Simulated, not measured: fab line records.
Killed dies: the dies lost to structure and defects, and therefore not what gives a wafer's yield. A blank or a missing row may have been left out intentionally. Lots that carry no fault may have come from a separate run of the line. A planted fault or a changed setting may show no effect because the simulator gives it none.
fab line records -- flow sky130
record: lots: 11, wafers: 33, lastDay: 50
route steps=708 shown VIA4@652 METAL5@670 PASSIVATION@684 PAD_OPEN@708
lots untouched by any fault: they come from a run of this same line in which no faults occurred
startH: the number of hours between the record's first day and the start of the first shown wafer of the lot -- waitH: hours since the lot's step before -- " as in the row above -- L1.1+2: a row that stands for several wafers -- - no value, or no start was given -- * or withheld: withheld -- < > ~ a bound
route shown NAME@n: names a module that has steps shown in the file, with the first one's number in the route -- usual: mean and standard deviation over wafers with no fault -- same: alike in all rows -- chamber/n: place in a boat -- sites: readings site by site -- _std_site: their standard deviation -- _edge_site: outer sites' mean less inner sites' -- radiusMm: for every site, how far away it sits from the centre of the wafer -- mask NAME#n: copy n -- behind: the tool/chamber that last shaped the wafer -- hold: why the lot went on hold/how many hours it stayed there/how the hold came to an end -- device: names the non-switching transistor (n, p or np) -- end of line: tests of these same wafers at the route's end -- a step with no rows: only its recipe -- killed: the dies lost at the first sort to structure and to defects; this is not the yield of the wafer -- map: per-die view of a wafer (x killed, . not killed, _ where there is no die)
set.NAME: setting as actually run; set.NAME@STEP: the setting as run at that earlier step -- model.NAME: the simulator's own value behind a step, which no gauge read
one table for each step of the route and one row for each wafer, over a sample of lots
services: a tool's chamber out of use, with start hour (startH, from the record's first day; less than 0 if before it), hours out, and reason
== steps ==
step: SKY_VIA4_STRIP_13
recipe: chemistry: O2/N2, powerW: 1400, pressureMtorr: 1500, platenTempC: withheld, o2FlowSccm: 3000, n2FlowSccm: 300, overashFraction: 0.5
usual: drypumpMotorCurrentA: 5.80/0.23, oesProductAu: 0.709/0.0045, stripTimeToEndpointS: 12.81/0.036
lot.wafer,tool,chamber,startH,waitH,drypumpMotorCurrentA,oesProductAu,rfHoursCounterH,stripTimeToEndpointS
L942.1,plasmaAsher-03,0,1007.05,-,5.79,0.713,92,12.85
L942.3,plasmaAsher-03,0,1007.05,-,5.78,0.705,-,12.77
L942.5,plasmaAsher-03,0,1007.05,-,5.79,0.708,-,12.78
L943.2,plasmaAsher-03,1,1014.61,-,5.67,0.718,93,12.82
L943.4,plasmaAsher-03,0,1014.61,-,5.78,0.706,-,12.75
L943.6,plasmaAsher-03,0,1014.61,-,5.80,0.708,-,12.75
L944.1,plasmaAsher-02,0,1018.96,-,5.82,0.711,57,12.86
L944.4,plasmaAsher-02,1,1018.96,-,6.10,0.715,-,12.87
L944.6,plasmaAsher-02,0,1018.96,-,5.81,0.707,-,12.82
L947.1,plasmaAsher-03,0,1042.26,-,5.81,0.714,95,12.82
L947.4,plasmaAsher-03,0,1042.26,-,5.82,0.706,-,12.82
L947.5,plasmaAsher-03,0,1042.26,-,5.81,0.712,-,12.79
L949.2,plasmaAsher-02,1,1049.91,-,6.05,0.707,60,12.78
L949.4,plasmaAsher-02,0,1049.91,-,5.79,0.714,-,12.83
L949.6,plasmaAsher-02,1,1049.91,-,6.07,0.712,-,12.82
L952.2,plasmaAsher-02,1,1073.16,-,6.09,0.710,62,12.80
L952.5,plasmaAsher-02,1,1073.16,-,6.05,0.710,-,12.77
L952.6,plasmaAsher-02,0,1073.16,-,5.76,0.703,-,12.80
L954.1,plasmaAsher-04,0,1086.80,-,5.99,0.715,2,12.82
L954.2,plasmaAsher-04,1,1086.80,-,5.26,0.712,2,12.80
L954.5,plasmaAsher-04,1,1086.80,-,5.26,0.712,-,12.77
L960.1,plasmaAsher-02,1,1128.12,-,6.06,0.710,68,12.81
L960.4,plasmaAsher-02,0,1128.12,-,5.80,0.705,-,12.82
L960.5,plasmaAsher-02,0,1128.12,-,5.78,0.705,-,12.82
L962.2,plasmaAsher-04,0,1129.72,-,5.99,0.714,5,12.91
L962.3,plasmaAsher-04,1,1129.72,-,5.30,0.713,-,12.90
L962.6,plasmaAsher-04,1,1129.72,-,5.28,0.702,-,12.93
L964.2,plasmaAsher-03,0,1137.46,-,5.83,0.712,105,12.85
L964.3,plasmaAsher-03,0,1137.46,-,5.83,0.713,-,12.78
L964.5,plasmaAsher-03,0,1137.46,-,5.82,0.704,-,12.84
L965.1,plasmaAsher-04,1,1143.12,-,5.28,0.707,6,12.82
L965.2,plasmaAsher-04,0,1143.12,-,6.00,0.711,6,12.83
L965.3,plasmaAsher-04,1,1143.12,-,5.29,0.705,-,12.87
step: SKY_VIA4_CMP_21
recipe: stopOn: SiO2, tOverpolishS: 25, downForcePsi: 3.5, platenRpm: 60, targetThkNm: 0, padVelocityMS: 0.94248
usual: motorCurrentA: 11.0/1.3, overpolishRunS: 25.000/0.0091, slurryFilterDpKPa: 13.51/0.14, timeToEndpointS: 124/4.8
lot.wafer,tool,chamber,startH,waitH,motorCurrentA,overpolishRunS,slurryFilterDpKPa,timeToEndpointS
L942.3,cmp-02,3,1008.04,0.0,9.4,24.991,13.54,124
L942.1,cmp-02,1,1008.04,0.0,10.3,25.007,13.06,128
L942.5,cmp-02,0,1008.04,0.0,13.4,24.990,13.74,131
L943.4,cmp-01,3,1015.74,0.0,11.4,24.997,13.66,121
L943.2,cmp-01,2,1015.74,0.0,11.4,24.989,13.47,122
L943.6,cmp-01,0,1015.74,0.0,11.6,24.984,13.59,118
L944.4,cmp-02,3,1019.95,0.0,9.3,24.991,13.33,124
L944.1,cmp-02,0,1019.95,0.0,12.6,25.002,13.57,135
L944.6,cmp-02,3,1019.95,0.0,9.9,25.007,13.61,128
L947.1,cmp-02,0,1043.54,0.3,14.0,24.989,13.31,128
L947.4,cmp-02,1,1043.54,0.3,10.1,25.013,13.59,124
L947.5,cmp-02,1,1043.54,0.3,10.3,25.003,13.59,124
L949.4,cmp-01,0,1050.90,0.0,11.1,24.991,13.44,119
L949.2,cmp-01,1,1050.90,0.0,9.4,24.995,13.51,115
L949.6,cmp-01,0,1050.90,0.0,10.6,25.002,13.54,120
L952.2,cmp-01,1,1074.21,0.1,10.4,25.002,13.46,119
L952.5,cmp-01,0,1074.21,0.1,10.6,25.022,13.76,122
L952.6,cmp-01,1,1074.21,0.1,10.1,25.000,13.36,119
L954.2,cmp-01,3,1088.39,0.6,11.2,25.008,13.60,120
L954.1,cmp-01,0,1088.39,0.6,10.9,25.010,13.67,124
L954.5,cmp-01,2,1088.39,0.6,10.7,24.992,13.58,118
L960.1,cmp-01,0,1129.24,0.1,11.7,25.004,13.40,128
L960.4,cmp-01,1,1129.24,0.1,9.9,24.992,13.42,129
L960.5,cmp-01,2,1129.24,0.1,11.0,25.001,13.42,125
L962.2,cmp-02,3,1130.92,0.2,9.5,25.009,13.45,121
L962.3,cmp-02,0,1130.92,0.2,13.5,25.002,13.56,131
L962.6,cmp-02,2,1130.92,0.2,12.0,24.980,13.39,123
L964.2,cmp-02,2,1138.45,0.0,12.5,25.014,13.54,118
L964.3,cmp-02,0,1138.45,0.0,14.1,24.997,13.59,130
L964.5,cmp-02,3,1138.45,0.0,9.3,24.991,13.61,121
L965.3,cmp-02,1,1144.26,0.2,10.5,25.003,13.79,123
L965.2,cmp-02,2,1144.26,0.2,11.6,25.005,13.82,121
L965.1,cmp-02,0,1144.26,0.2,13.6,25.013,13.46,127
step: SKY_METAL5_COAT_09
recipe: resist: NOVOLAK, spinRpm: 3000, resistThkNm: 1800
usual: resistLineTempC: 23.01/0.11
lot.wafer,tool,chamber,startH,waitH,resistLineTempC
L942.1,lithoTrack-02,0,1019.15,0.1,23.21
L942.3,lithoTrack-02,0,1019.15,0.1,23.06
L942.5,lithoTrack-02,0,1019.15,0.1,23.16
L943.2,lithoTrack-04,0,1027.14,0.1,22.99
L943.4,lithoTrack-04,0,1027.14,0.1,23.10
L943.6,lithoTrack-04,0,1027.14,0.1,22.92
L944.1,lithoTrack-04,0,1032.16,0.1,22.90
L944.4,lithoTrack-04,0,1032.16,0.1,22.98
L944.6,lithoTrack-04,0,1032.16,0.1,23.01
L947.1,lithoTrack-01,0,1055.16,0.1,23.00
L947.4,lithoTrack-01,0,1055.16,0.1,23.04
L947.5,lithoTrack-01,0,1055.16,0.1,22.93
L949.2,lithoTrack-04,0,1062.59,0.1,23.09
L949.4,lithoTrack-04,0,1062.59,0.1,22.93
L949.6,lithoTrack-04,0,1062.59,0.1,23.10
L952.2,lithoTrack-01,0,1085.73,0.1,23.00
L952.5,lithoTrack-01,0,1085.73,0.1,23.01
L952.6,lithoTrack-01,0,1085.73,0.1,22.97
L954.1,lithoTrack-01,0,1098.11,0.1,23.04
L954.2,lithoTrack-01,0,1098.11,0.1,23.02
L954.5,lithoTrack-01,0,1098.11,0.1,23.22
L960.1,lithoTrack-04,0,1137.96,0.1,22.91
L960.4,lithoTrack-04,0,1137.96,0.1,23.16
L960.5,lithoTrack-04,0,1137.96,0.1,23.03
L962.2,lithoTrack-01,0,1139.53,0.1,23.18
L962.3,lithoTrack-01,0,1139.53,0.1,23.17
L962.6,lithoTrack-01,0,1139.53,0.1,23.10
L964.2,lithoTrack-02,0,1148.78,0.1,23.12
L964.3,lithoTrack-02,0,1148.78,0.1,22.94
L964.5,lithoTrack-02,0,1148.78,0.1,23.04
L965.1,lithoTrack-01,0,1153.91,0.1,22.91
L965.2,lithoTrack-01,0,1153.91,0.1,22.92
L965.3,lithoTrack-01,0,1153.91,0.1,23.07
step: SKY_METAL5_STRIP_16
recipe: chemistry: O2/N2, powerW: 1400, pressureMtorr: 1500, platenTempC: withheld, o2FlowSccm: 3000, n2FlowSccm: 300, overashFraction: 0.5
usual: drypumpMotorCurrentA: 5.9/0.42, oesProductAu: 0.711/0.005, stripTimeToEndpointS: 13.05/0.098
lot.wafer,tool,chamber,startH,waitH,drypumpMotorCurrentA,oesProductAu,rfHoursCounterH,stripTimeToEndpointS
L942.1,plasmaAsher-01,0,1031.33,0.2,6.1,0.713,28,12.95
L942.3,plasmaAsher-01,0,1031.33,0.2,6.1,0.710,-,13.08
L942.5,plasmaAsher-01,1,1031.33,0.2,6.7,0.705,-,12.86
L943.2,plasmaAsher-04,1,1038.97,0.2,5.3,0.709,114,13.23
L943.4,plasmaAsher-04,1,1038.97,0.2,5.3,0.710,-,13.10
L943.6,plasmaAsher-04,1,1038.97,0.2,5.3,0.721,-,13.15
L944.1,plasmaAsher-03,0,1043.38,0.2,5.8,0.706,96,13.21
L944.4,plasmaAsher-03,0,1043.38,0.2,5.8,0.704,-,13.19
L944.6,plasmaAsher-03,1,1043.38,0.2,5.7,0.708,-,13.14
L947.1,plasmaAsher-01,1,1066.53,0.2,6.7,0.709,32,12.99
L947.4,plasmaAsher-01,0,1066.53,0.2,6.1,0.714,-,13.03
L947.5,plasmaAsher-01,1,1066.53,0.2,6.7,0.708,-,13.13
L949.2,plasmaAsher-01,0,1072.68,0.2,6.1,0.705,32,12.92
L949.4,plasmaAsher-01,1,1072.68,0.2,6.7,0.715,-,12.97
L949.6,plasmaAsher-01,0,1072.68,0.2,6.1,0.710,-,13.03
L952.2,plasmaAsher-01,0,1095.33,0.2,6.1,0.717,35,12.99
L952.5,plasmaAsher-01,1,1095.33,0.2,6.7,0.710,-,13.08
L952.6,plasmaAsher-01,0,1095.33,0.2,6.1,0.712,-,13.14
L954.1,plasmaAsher-03,0,1109.33,0.2,5.8,0.712,102,13.11
L954.2,plasmaAsher-03,1,1109.33,0.2,5.7,0.723,102,13.22
L954.5,plasmaAsher-03,1,1109.33,0.2,5.7,0.711,-,13.09
L960.1,plasmaAsher-01,1,1148.43,0.2,6.7,0.711,40,13.06
L960.4,plasmaAsher-01,0,1148.43,0.2,6.1,0.719,-,12.95
L960.5,plasmaAsher-01,0,1148.43,0.2,6.1,0.711,-,17.16
L962.2,plasmaAsher-04,0,1150.24,0.3,6.0,0.719,6,12.94
L962.3,plasmaAsher-04,1,1150.24,0.3,5.3,0.711,-,12.94
L962.6,plasmaAsher-04,1,1150.24,0.3,5.3,0.710,-,12.99
L964.2,plasmaAsher-04,1,1157.77,0.2,5.3,0.707,7,13.07
L964.3,plasmaAsher-04,1,1157.77,0.2,5.3,0.706,-,13.16
L964.5,plasmaAsher-04,0,1157.77,0.2,6.0,0.708,-,13.10
L965.1,plasmaAsher-04,1,1162.68,0.2,5.3,0.712,8,13.11
L965.2,plasmaAsher-04,0,1162.68,0.2,6.0,0.712,8,13.15
L965.3,plasmaAsher-04,1,1162.68,0.2,5.3,0.707,-,13.07
step: SKY_PASSIVATION_THK_MEAS_03
recipe: reads: Si3N4_of_PASSIVATION_CVD_02
usual: PASSIVATION_CVD_02_THK: 540/7.4
lot.wafer,tool,chamber,startH,waitH,PASSIVATION_CVD_02_THK[nm]
L942.1,filmMetro-03,-,1032.23,-,532
L942.3,filmMetro-03,-,1032.23,-,527
L942.5,filmMetro-03,-,1032.23,-,543
L943.2,filmMetro-03,-,1039.88,-,535
L943.4,filmMetro-03,-,1039.88,-,546
L943.6,filmMetro-03,-,1039.88,-,540
L944.1,filmMetro-04,-,1044.29,-,535
L944.4,filmMetro-04,-,1044.29,-,544
L944.6,filmMetro-04,-,1044.29,-,544
L947.1,filmMetro-01,-,1067.46,-,522
L947.4,filmMetro-01,-,1067.46,-,537
L947.5,filmMetro-01,-,1067.46,-,537
L949.2,filmMetro-03,-,1073.59,-,533
L949.4,filmMetro-03,-,1073.59,-,540
L949.6,filmMetro-03,-,1073.59,-,544
L952.2,filmMetro-04,-,1096.43,-,534
L952.5,filmMetro-04,-,1096.43,-,539
L952.6,filmMetro-04,-,1096.43,-,539
L954.1,filmMetro-04,-,1110.22,-,539
L954.2,filmMetro-04,-,1110.22,-,532
L954.5,filmMetro-04,-,1110.22,-,548
L960.1,filmMetro-01,-,1149.32,-,527
L960.4,filmMetro-01,-,1149.32,-,546
L960.5,filmMetro-01,-,1149.32,-,545
L962.2,filmMetro-03,-,1151.26,-,539
L962.3,filmMetro-03,-,1151.26,-,540
L962.6,filmMetro-03,-,1151.26,-,547
L964.2,filmMetro-04,-,1158.70,-,538
L964.3,filmMetro-04,-,1158.70,-,538
L964.5,filmMetro-04,-,1158.70,-,547
L965.1,filmMetro-04,-,1163.98,-,543
L965.2,filmMetro-04,-,1163.98,-,548
L965.3,filmMetro-04,-,1163.98,-,537
step: SKY_PAD_OPEN_PROBE_99
usual: defectLimitedYield: 82.5/1.9, killed_at_M0_to_M3: 43/6.8, killed_at_M4_up: 3.2/1.7, killedAtContacts: 24/5.7, killedAtFrontEnd: 16/4.3, killedAtOther: 0.3/0.56, killedDies: 86/9.5, killedOpen: 47/6.9, killedShort: 39/5.8, sort_bin_3_pad_short: 0.9/0.39, sort_bin_5_function: 10.3/1.5, sort_bin_6_memory: 6.3/1.1, sortNPass: 406/9.5, sortYieldPct: 82.5/1.9
same: grossDies: 492, killedAtBackSide: 0, sort_bin_4_leakage[%]: 0, sort_bin_8_speed[%]: 0
lot.wafer,tool,chamber,startH,waitH,defectLimitedYield[%],killed_at_M0_to_M3,killed_at_M4_up,killedAtContacts,killedAtFrontEnd,killedAtOther,killedDies,killedOpen,killedShort,sort_bin_3_pad_short[%],sort_bin_5_function[%],sort_bin_6_memory[%],sortNPass,sortYieldPct[%]
L942.1,prober-02,-,1078.41,0.1,81.5,49,3,22,17,0,91,54,37,0.4,11.6,6.5,401,81.5
L942.3,prober-02,-,1078.51,0.2,81.9,34,3,29,23,0,89,47,42,0.4,11.6,6.1,403,81.9
L942.5,prober-02,-,1078.61,0.2,79.7,41,5,34,20,0,100,65,35,0.6,12.4,7.3,392,79.7
L943.2,prober-01,-,1086.37,0.1,83.9,35,0,27,17,0,79,40,39,1.2,8.1,6.7,413,83.9
L943.4,prober-01,-,1086.47,0.2,83.1,46,2,17,17,1,83,47,36,1.2,10.2,5.5,409,83.1
L943.6,prober-01,-,1086.57,0.2,82.3,55,0,21,11,0,87,51,36,1.6,9.1,6.9,405,82.3
L952.2,prober-02,-,1138.22,0.1,82.7,45,3,24,12,1,85,42,42,1.2,10.4,5.7,407,82.7
L952.5,prober-02,-,1138.37,0.2,86.2,28,3,16,21,0,68,35,32,0.4,9.1,4.3,424,86.2
L952.6,prober-02,-,1138.42,0.2,81.3,43,1,26,22,0,92,49,41,1.2,12.4,5.1,400,81.3
L960.1,prober-02,-,1185.27,0.1,80.5,44,5,30,16,1,96,56,39,0.8,13.6,5.1,396,80.5
L960.4,prober-02,-,1185.42,0.2,81.7,39,4,28,19,0,90,46,43,1.6,11.2,5.5,402,81.7
L960.5,prober-02,-,1185.47,0.2,84.3,33,1,23,20,0,77,48,29,0.8,9.1,5.7,415,84.3
killed by level:class
L942.1 VIA1:geometricParticle:open=17 VIA3:geometricParticle:open=11 CONTACT:geometricParticle:open=8 FIELD_ISO:geometricParticle:short=6 VIA2:geometricParticle:open=6 LOCAL_INTERCONNECT:geometricParticle:short=5 POLY_GATE:geometricParticle:short=4 CONTACT:geometricParticle:short=4
L942.3 VIA3:geometricParticle:open=8 CONTACT:geometricParticle:open=7 FIELD_ISO:geometricParticle:open=7 LOCAL_INTERCONNECT:geometricParticle:short=7 CONTACT:geometricParticle:short=7 VIA1:geometricParticle:open=6 FIELD_ISO:geometricParticle:short=5 POLY_GATE:geometricParticle:open=5
L942.5 VIA1:geometricParticle:open=17 LI_CONTACT:geometricParticle:open=11 CONTACT:geometricParticle:open=10 FIELD_ISO:geometricParticle:open=7 LOCAL_INTERCONNECT:geometricParticle:short=6 VIA2:geometricParticle:open=6 CONTACT:geometricParticle:short=5 VIA3:geometricParticle:open=5
L943.2 CONTACT:geometricParticle:open=10 VIA1:geometricParticle:short=8 VIA1:geometricParticle:open=7 VIA2:geometricParticle:open=7 POLY_GATE:geometricParticle:short=6 POLY_GATE:geometricParticle:open=6 LI_CONTACT:geometricParticle:short=4 LI_CONTACT:geometricParticle:open=4
L943.4 VIA1:geometricParticle:open=12 VIA3:geometricParticle:open=8 FIELD_ISO:geometricParticle:short=6 POLY_GATE:geometricParticle:open=6 CONTACT:geometricParticle:open=6 LI_CONTACT:geometricParticle:open=5 METAL1:geometricParticle:short=5 METAL2:geometricParticle:short=5
L943.6 VIA1:geometricParticle:open=11 VIA3:geometricParticle:open=11 METAL2:geometricParticle:short=8 CONTACT:geometricParticle:open=8 VIA2:geometricParticle:open=6 FIELD_ISO:geometricParticle:short=4 LI_CONTACT:geometricParticle:open=4 CONTACT:geometricParticle:short=4
L952.2 LI_CONTACT:geometricParticle:open=10 VIA3:geometricParticle:open=8 VIA1:geometricParticle:open=8 CONTACT:geometricParticle:short=7 VIA1:geometricParticle:short=7 METAL1:geometricParticle:short=6 FIELD_ISO:geometricParticle:short=4 VIA2:geometricParticle:short=4
L952.5 FIELD_ISO:geometricParticle:short=7 CONTACT:geometricParticle:open=7 SPACER:geometricParticle:open=6 VIA1:geometricParticle:open=6 VIA3:geometricParticle:open=5 POLY_GATE:geometricParticle:open=4 LOCAL_INTERCONNECT:geometricParticle:short=4 METAL2:geometricParticle:short=4
L952.6 CONTACT:geometricParticle:open=11 FIELD_ISO:geometricParticle:short=9 VIA2:geometricParticle:open=8 VIA1:geometricParticle:open=7 VIA3:geometricParticle:open=6 SPACER:geometricParticle:open=5 LI_CONTACT:geometricParticle:short=5 VIA2:geometricParticle:short=5
L960.1 CONTACT:geometricParticle:open=14 VIA1:geometricParticle:open=13 VIA2:geometricParticle:open=6 FIELD_ISO:geometricParticle:short=5 METAL1:geometricParticle:short=5 LOCAL_INTERCONNECT:geometricParticle:short=5 LI_CONTACT:geometricParticle:open=5 VIA3:geometricParticle:short=5
L960.4 CONTACT:geometricParticle:open=8 LI_CONTACT:geometricParticle:open=8 METAL1:geometricParticle:short=8 CONTACT:geometricParticle:short=7 FIELD_ISO:geometricParticle:short=6 VIA2:geometricParticle:open=6 VIA3:geometricParticle:open=5 METAL2:geometricParticle:short=5
L960.5 VIA3:geometricParticle:open=10 LI_CONTACT:geometricParticle:open=7 POLY_GATE:geometricParticle:open=6 CONTACT:geometricParticle:open=6 FIELD_ISO:geometricParticle:short=5 FIELD_ISO:geometricParticle:open=5 METAL2:geometricParticle:short=5 VIA1:geometricParticle:open=5
== services ==
tool,chamber,startH,hours,kind
cmp-02,-,1028.40,4.0,pm
cmp-01,-,1042.68,2.2,pm
plasmaAsher-04,-,1055.31,9.0,pm
plasmaAsher-04,0,1055.31,9.0,ventCycle
plasmaAsher-04,1,1055.31,9.0,ventCycle
plasmaAsher-04,0,1064.31,-,clean
plasmaAsher-04,1,1064.31,-,clean
cmp-02,-,1066.73,4.9,pm
cmp-01,-,1068.05,1.6,repair
cmp-02,-,1084.47,4.0,pm
cmp-02,-,1088.47,-,consumableReplace:conditioner
cmp-02,-,1088.47,-,consumableReplace:pad
cmp-02,-,1100.20,1.5,repair
plasmaAsher-04,-,1100.85,17.1,repair
cmp-02,-,1101.55,3.4,repair
plasmaAsher-03,-,1103.78,1.5,repair
plasmaAsher-04,-,1121.26,2.8,pm
cmp-01,-,1130.51,14.8,pm
plasmaAsher-03,-,1152.49,1.3,repair
== key ==
firstSign: step: SKY_METAL5_STRIP_16, reading: stripTimeToEndpointS, direction: up, sigmas: 42, usual: *, struck: *
effect none on later readings
metAt SKY_METAL5_COAT_09
struckLots L960
struckWafers L960.5
notActingAt SKY_VIA4_STRIP_13,SKY_VIA4_CMP_21,SKY_PASSIVATION_THK_MEAS_03
onsetBetween 1062.59 1137.96
fault: kind: processParameterDrift, tool: lithoTrack-04, chamber: -, onsetH: 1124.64, steps: SKY_METAL5_COAT_09, channel: resistThkNm, offset: 366.83, shape: step, endH: 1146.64, scope: struckWafersOnly, actsIn: theseRecipesOnly, stated: 1800
